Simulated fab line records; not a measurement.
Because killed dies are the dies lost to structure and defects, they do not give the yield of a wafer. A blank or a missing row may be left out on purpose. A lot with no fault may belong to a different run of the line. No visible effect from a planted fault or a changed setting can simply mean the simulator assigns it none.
Chamber matching | flow sky130 | 4 sister chambers for SKY_VIA2_ETCH_15 on rie-diel-04
The step etches SiO2 in C4F8/O2/Ar, stops on TiN, target depth 546 nm, time 84 s. 4 wafers are shown with their chamber, then 10 later ones without.

## WAFERS, EACH WITH ITS CHAMBER
wafer  | chamber | oes-product-au (a.u.)
L082.4 | 1       | 0.934
L082.5 | 0       | 0.937
L086.1 | 2       | 0.941
L086.2 | 3       | 0.932

## WAFERS WHOSE CHAMBER IS MISSING
wafer  | oes-product-au (a.u.)
L086.3 | 0.937
L086.4 | 0.934
L086.5 | 0.936
L086.6 | 0.939
L088.2 | 0.935
L088.5 | 0.932
L088.6 | 0.944
L097.4 | 0.934
L097.5 | 0.940
L097.6 | 0.946

## WHICH CHAMBER EACH ONE RAN IN
wafer  | from the rows above               | in truth
L086.3 | can't be placed: 0 or 1 or 2      | 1
L086.4 | can't be placed: 1 or 3 or 0      | 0
L086.5 | can't be placed: 0 or 1 or 3 or 2 | 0
L086.6 | can't be placed: 0 or 2 or 1      | 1
L088.2 | can't be placed: 1 or 0 or 3      | 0
L088.5 | can't be placed: 3 or 1           | 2
L088.6 | can't be placed: 2 or 0           | 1
L097.4 | can't be placed: 1 or 3 or 0      | 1
L097.5 | can't be placed: 2 or 0           | 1
L097.6 | can't be placed: 2 or 0           | 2
Correct placement for 0 of the 10. Unplaceable from these rows: 10, with the true chamber sitting among the candidates in 7. Number placed wrongly: 0.
How it was worked out, from the rows above alone: a wafer's distance from a chamber is the root of the sum, over the readings, of the square of ((its reading less the chamber's mean) divided by the reading's scatter). If the next closest chamber is less than 2 further off than the closest, the wafer can't be placed; otherwise it belongs to the closest. Each chamber's mean is taken over the wafers shown for it. The scatter: root of mean squared gap, hidden wafer to nearest shown wafer, with one shown wafer a chamber.
